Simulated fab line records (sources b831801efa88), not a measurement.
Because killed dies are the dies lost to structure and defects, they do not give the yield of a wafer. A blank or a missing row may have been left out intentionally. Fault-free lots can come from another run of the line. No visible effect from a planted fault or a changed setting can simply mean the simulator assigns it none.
Chamber matching ; flow sky130 ; SKY_FIELD_ISO_ETCH_14 on rieDiel-03: 4 sister chambers
The step etches BARC in N2/H2, stops on SiO2, time 45.9 s, target depth 60 nm. 8 wafers are shown with their chamber, then 7 later ones without.

EACH WAFER AND ITS CHAMBER
wafer;chamber;drypumpMotorCurrentA (A);throttleValvePct (%)
L452.2;1;4.8;13.229
L453.5;0;6.0;13.207
L457.5;1;4.8;13.226
L457.6;0;6.0;13.226
L458.5;2;6.3;13.229
L458.6;3;5.9;13.227
L469.1;2;6.4;13.233
L469.4;3;6.0;13.242

WAFERS MISSING THEIR CHAMBER
wafer;drypumpMotorCurrentA (A);throttleValvePct (%)
L469.5;6.4;13.235
L471.3;6.3;13.214
L471.4;6.0;13.233
L471.6;4.8;13.216
L472.1;6.4;13.239
L472.5;6.0;13.223
L472.6;6.0;13.224

WHICH CHAMBER EACH WENT THROUGH
wafer;from the rows above;in truth
L469.5;2;2
L471.3;2;2
L471.4;can't be placed: 3 or 0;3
L471.6;1;1
L472.1;2;2
L472.5;can't be placed: 0 or 3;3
L472.6;can't be placed: 0 or 3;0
Placed correctly: 4 of 7. Cannot be placed on the basis of these rows: 3; the candidates contain the true chamber in 3. Number placed wrongly: 0.
How it was worked out, from the rows above alone: a wafer's distance from a chamber is the root of the sum, over the readings, of the square of ((its reading less the chamber's mean) divided by the reading's scatter). If the next closest chamber is less than 2 further off than the closest, the wafer can't be placed; otherwise it belongs to the closest. The mean given for a chamber averages the wafers shown for that chamber. The scatter: the root of (the sum of the squares of (reading less its chamber's mean) over the shown wafers, divided by (wafers less chambers)).
